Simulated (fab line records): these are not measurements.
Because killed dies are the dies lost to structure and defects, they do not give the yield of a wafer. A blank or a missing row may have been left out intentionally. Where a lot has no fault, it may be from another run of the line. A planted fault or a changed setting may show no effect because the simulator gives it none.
The tool behind it: which one?    flow sky130    36 wafers from 12 lots sampled at 5 of the route's 708 steps

## WHAT THE GAUGES SHOWED, per wafer
SKY_VIA4_THK_MEAS_01.
lot   measured      on             VIA4_HDPCVD_THK (nm)
L074  day 42 07:46  film-metro-03  1763 1776 1763
L077  day 42 18:52  film-metro-04  1765 1768 1762
L079  day 44 08:43  film-metro-03  1739 1710 1749
L080  day 44 13:14  film-metro-03  1746 1748 1725
L083  day 45 13:17  film-metro-04  1742 1737 1739
L086  day 46 02:02  film-metro-04  1780 1754 1759
L087  day 46 12:48  film-metro-01  1743 1768 1747
L090  day 46 20:47  film-metro-04  1762 1772 1767
L092  day 47 00:46  film-metro-03  1747 1757 1759
L094  day 47 09:46  film-metro-03  1727 1760 1729
L096  day 47 16:47  film-metro-04  1768 1747 1748
L097  day 48 00:31  film-metro-03  1760 1741 1737

## EACH LOT AND THE TOOL THAT RAN IT (in order: tool; ch and the chambers of the sampled wafers; start)
lot   SKY_CAPM_SPUTTER_02           SKY_METAL4_SPUTTER_01         SKY_METAL4_METAL_ETCH_18           SKY_METAL4_STRIP_19
L074  pvd-sputter-03, day 36 20:38  pvd-sputter-01, day 40 06:05  rie-metal-02 ch 0,1, day 42 06:40  plasma-asher-02 ch 0,1, day 42 06:50
L077  pvd-sputter-04, day 37 09:05  pvd-sputter-01, day 40 17:47  rie-metal-02 ch 0,1, day 42 17:55  plasma-asher-04 ch 0,1, day 42 18:05
L079  pvd-sputter-04, day 39 04:36  pvd-sputter-03, day 42 08:38  rie-metal-03 ch 1, day 44 07:32    plasma-asher-02 ch 0,1, day 44 07:53
L080  pvd-sputter-04, day 39 08:34  pvd-sputter-04, day 42 13:22  rie-metal-01 ch 0,1, day 44 12:19  plasma-asher-04 ch 0,1, day 44 12:29
L083  pvd-sputter-03, day 40 13:14  pvd-sputter-04, day 43 14:56  rie-metal-01 ch 1, day 45 12:02    plasma-asher-02 ch 0,1, day 45 12:23
L086  pvd-sputter-02, day 41 03:17  pvd-sputter-03, day 44 04:29  rie-metal-01 ch 0,1, day 46 01:02  plasma-asher-04 ch 1, day 46 01:13
L087  pvd-sputter-03, day 41 14:35  pvd-sputter-01, day 44 16:34  rie-metal-02 ch 0,1, day 46 11:50  plasma-asher-04 ch 0,1, day 46 12:01
L090  pvd-sputter-04, day 41 23:30  pvd-sputter-01, day 45 00:23  rie-metal-03 ch 0,1, day 46 19:52  plasma-asher-01 ch 0,1, day 46 20:02
L092  pvd-sputter-02, day 42 04:59  pvd-sputter-03, day 45 04:44  rie-metal-02 ch 0,1, day 46 23:41  plasma-asher-02 ch 0,1, day 46 23:52
L094  pvd-sputter-03, day 42 16:11  pvd-sputter-04, day 45 14:07  rie-metal-02 ch 1, day 47 08:39    plasma-asher-02 ch 0,1, day 47 08:56
L096  pvd-sputter-04, day 42 22:22  pvd-sputter-01, day 45 20:42  rie-metal-01 ch 0,1, day 47 15:50  plasma-asher-02 ch 0,1, day 47 15:59
L097  pvd-sputter-03, day 43 07:33  pvd-sputter-03, day 46 06:41  rie-metal-02 ch 1, day 47 23:23    plasma-asher-01 ch 0,1, day 47 23:44
- SKY_CAPM_SPUTTER_02: material TiN, target thk 200 nm, time 166.7 s.
- SKY_METAL4_SPUTTER_01: material TiN, target thk 20 nm, time 16.7 s.
- SKY_METAL4_METAL_ETCH_18: etches the open film in Cl2/BCl3, stops on SiO2, target depth 845 nm, time 183.1 s.
- SKY_METAL4_STRIP_19: strips in O2/N2.

## THE ANSWER, worked out from the rows above alone
Rule: usual is defined by the lots themselves. Put in order of their means at a reading, lots are off if they are a third of the lots or fewer, leave a main group of 4 or more, and stand apart from it by a gap of 3 or more times the standard deviation of the main group's means; of several such gaps the widest counts. A main group whose means are all the same, to the digits that the tables above print for the reading, isn't used. Also off: a lot with no number at a reading for which 4 or more lots have one. All remaining lots with rows at the step are treated as sound.
No lot is off on any of the readings shown, so nothing can be concluded from this.

## WHAT THE SIMULATOR PUT IN
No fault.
